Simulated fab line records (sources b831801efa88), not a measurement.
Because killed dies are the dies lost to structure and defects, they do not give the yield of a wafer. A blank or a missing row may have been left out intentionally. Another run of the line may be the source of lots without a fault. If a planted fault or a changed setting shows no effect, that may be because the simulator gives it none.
Which tool did it? | flow sfq line | 6 lots (18 wafers sampled), 1 step of a 325-step route

## WHAT THE GAUGES READ, wafer by wafer
SFQ_M0_OVL_MEAS_906.
lot  | measured     | on         | M0_OVL (nm)
L471 | day 13 10:14 | overlay-01 | -4 3 1
L481 | day 17 00:40 | overlay-01 | -4 -2 -2
L484 | day 17 15:03 | overlay-02 | 0 -2 -4
L486 | day 18 09:10 | overlay-02 | 5 2 2
L489 | day 19 04:31 | overlay-01 | 6 5 6
L492 | day 20 10:03 | overlay-01 | -5 -6 -9

## WHICH TOOL RAN EACH LOT (tool, then ch and the chambers of the sampled wafers, then the start)
There is no process step in the record ahead of these readings.

## THE ANSWER, worked out from the rows above alone
Rule: the lots themselves supply what counts as usual. Put in order of their means at a reading, lots are off if they are a third of the lots or fewer, leave a main group of 4 or more, and stand apart from it by a gap of 3 or more times the standard deviation of the main group's means; of several such gaps the widest counts. A main group whose means are all the same, to the digits that the tables above print for the reading, isn't used. Also off: a lot with no number at a reading for which 4 or more lots have one. All remaining lots with rows at the step are treated as sound.
Nothing can be told from this: no lot is off at any reading shown.

## WHAT THE SIMULATOR PUT IN
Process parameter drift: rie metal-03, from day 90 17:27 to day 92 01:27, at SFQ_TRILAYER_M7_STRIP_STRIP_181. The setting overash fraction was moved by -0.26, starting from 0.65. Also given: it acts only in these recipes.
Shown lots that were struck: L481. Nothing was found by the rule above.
